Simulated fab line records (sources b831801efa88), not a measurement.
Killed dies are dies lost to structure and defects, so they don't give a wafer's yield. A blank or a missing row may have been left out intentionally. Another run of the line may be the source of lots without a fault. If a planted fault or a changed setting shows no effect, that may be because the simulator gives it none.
Split-lot experiment ; flow sfq-line ; on a route of 325 steps: 5 lots, 23 wafers read

## SPLIT DETAILS
At SFQ_TRILAYER_INCOMING_OXIDATION_002 (target thk 500 nm, ox time 4939 s), the setting ox-time-s was moved away from the recipe's 4939 s on 15 of the 23 wafers read, by -10.7% to +14.9%. This setting was run at the recipe's value on the other wafers.

Reading taken at the split's own step.

## THE READING
SiO2_of_TRILAYER_INCOMING_OXIDATION_002.thk-nm (the simulator's own value, which no gauge read), in nm, at SFQ_TRILAYER_INCOMING_OXIDATION_002 (target thk 500 nm, ox time 4939 s). No usual value for it is given in the file. The 8 wafers here that ran the recipe average 503.2 nm, standard deviation 3 nm.

wafer;tool, chamber at the split;ox-time-s as run, s;against the recipe;SiO2_of_TRILAYER_INCOMING_OXIDATION_002.thk-nm, nm;against lot-mates on the recipe
L075.1;-, -;5467;+10.7%;540.3;no lot-mate on the recipe
L075.3;-, -;5467;+10.7%;538;no lot-mate on the recipe
L075.4;-, -;5467;+10.7%;536.2;no lot-mate on the recipe
L075.5;-, -;5467;+10.7%;534.7;no lot-mate on the recipe
L075.6;-, -;5467;+10.7%;545;no lot-mate on the recipe
L077.1;furnace-02, 0;4939;recipe;502.6;-
L077.4;furnace-02, 0;4939;recipe;501.6;-
L077.6;furnace-02, 0;4939;recipe;500.4;-
L080.1;-, -;4939;recipe;505.8;-
L080.2;-, -;4939;recipe;504.1;-
L080.4;-, -;4939;recipe;502.5;-
L080.5;-, -;4939;recipe;509.3;-
L080.6;-, -;4939;recipe;499.5;-
L081.2;-, -;4409;-10.7%;471.3;no lot-mate on the recipe
L081.3;-, -;4409;-10.7%;473.1;no lot-mate on the recipe
L081.4;-, -;4409;-10.7%;472.3;no lot-mate on the recipe
L081.5;-, -;4409;-10.7%;478.6;no lot-mate on the recipe
L081.6;-, -;4409;-10.7%;473.5;no lot-mate on the recipe
L083.1;-, -;5675;+14.9%;537.1;no lot-mate on the recipe
L083.2;-, -;5675;+14.9%;547.2;no lot-mate on the recipe
L083.3;-, -;5675;+14.9%;547.2;no lot-mate on the recipe
L083.4;-, -;5675;+14.9%;548.3;no lot-mate on the recipe
L083.6;-, -;5675;+14.9%;549.7;no lot-mate on the recipe

FIT RESULTS
A straight line over all 23 wafers: SiO2_of_TRILAYER_INCOMING_OXIDATION_002.thk-nm changes by +2.91 nm for each +1% of ox-time-s; r = +0.99; the points scatter about the line by 4.1 nm.
Too few moved wafers have a lot-mate on the recipe to fit a line with each lot's own level taken away.

## FILE'S OWN FIT
SiO2_of_TRILAYER_INCOMING_OXIDATION_002.thk-nm changes by +2.91 nm for each +1% of ox-time-s, r = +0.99.
